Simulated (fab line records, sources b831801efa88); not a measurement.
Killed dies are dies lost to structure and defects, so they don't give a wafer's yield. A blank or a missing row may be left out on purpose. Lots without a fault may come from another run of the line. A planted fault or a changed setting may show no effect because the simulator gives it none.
A struck lot beside a sound one | flow sky130 | 16 steps out of a route of 708
Sound: wafers L376.1, L376.2, L376.5. Struck: wafers L383.3, L383.4, L383.6. The cause comes at the end.
At each step with rows: each side's tool, then ch and its chambers, then its first start. Under that, the readings that differ: sound wafers | struck wafers | difference of the means | sigmas: that difference in standard deviations of wafers without a fault.
alike: readings whose means differ by less than 2 such deviations, and words and numbers that are the same on both sides. not compared: withheld readings, readings that some wafer has no value for, bounds like >300 that may hide the same value, and numbers for which the record gives no deviation and whose values overlap.
The two part at a step that has a row with sigmas, a row that says differs or no value, or rows on one side only. Numbers that don't overlap but have no deviation are shown without sigmas and don't part them. A reading that every wafer of one side lacks parts them only if that side has two wafers or more.

first, 1 step without rows for these wafers: SKY_LDD_N_IMPLANT_15.
SKY_LDD_N_STRIP_16: strips in O2/N2.
  sound on plasma_asher-02 ch 0,1, day 18 07:09; struck on plasma_asher-04 ch 0,1, day 20 14:55
  alike: chamber_pressure_mTorr, drypump_motor_current_A, oes_product_au, strip_time_to_endpoint_s
  not compared: rf_hours_counter_h
SKY_LDD_N_TW_MEAS_17:
  sound on film_metro-03, day 18 07:15; struck on film_metro-03, day 20 15:01
  alike: LDD_N_TW
then, 7 steps without rows for these wafers: SKY_LDD_P_DEHYDRATE_00 (time 60 s); SKY_LDD_P_HMDS_01 (prime time 60 s); SKY_LDD_P_COAT_02 (resist thk 1140 nm); SKY_LDD_P_SOFTBAKE_03 (time 60 s); SKY_LDD_P_EXPOSE_04 (exposes mask PSDM, target cd 380 nm); SKY_LDD_P_PEB_05; SKY_LDD_P_DEVELOP_06 (develop time 60 s).
SKY_LDD_P_CD_MEAS_07: target cd 380 nm.
  sound on cd_sem-02, day 19 14:03; struck on cd_sem-01, day 21 22:04
  alike: cd_nm
SKY_LDD_P_OVL_MEAS_08:
  sound on overlay-01, day 19 14:10; struck on overlay-01, day 21 22:10
  alike: LDD_P_OVL
SKY_LDD_P_IMPLANT_09:
  sound on implanter-03 ch 0, day 19 14:13; struck on implanter-04 ch 0, day 21 22:14
  reading                   | sound             | struck            | difference | sigmas
  implant_ion_amu           | 49 49 49          | 75 75 75          | +26        |
  model.implant.drp_nm (nm) | 11.41 11.41 11.41 | 8.431 8.431 8.431 | -2.979     |
  model.implant.rp_nm (nm)  | 20.34 20.34 20.34 | 19.11 19.11 19.11 | -1.23      |
SKY_LDD_P_STRIP_10: strips in O2/N2.
  sound on plasma_asher-04 ch 0,1, day 19 14:22; struck on plasma_asher-04 ch 0,1, day 21 22:22
  alike: chamber_pressure_mTorr, drypump_motor_current_A, oes_product_au, strip_time_to_endpoint_s
  not compared: rf_hours_counter_h
SKY_LDD_P_TW_MEAS_11:
  sound on film_metro-04, day 19 14:28; struck on film_metro-02, day 21 22:41
  reading  | sound       | struck         | difference | sigmas
  LDD_P_TW | 633 635 635 | 1056 1063 1061 | +426       | +97
  not compared: hold
then, 1 step without rows for these wafers: SKY_PAD_OPEN_PROBE_99.

WHERE THEY PART
Only at SKY_LDD_P_TW_MEAS_11, within this record.

WHY: what the simulator had put in
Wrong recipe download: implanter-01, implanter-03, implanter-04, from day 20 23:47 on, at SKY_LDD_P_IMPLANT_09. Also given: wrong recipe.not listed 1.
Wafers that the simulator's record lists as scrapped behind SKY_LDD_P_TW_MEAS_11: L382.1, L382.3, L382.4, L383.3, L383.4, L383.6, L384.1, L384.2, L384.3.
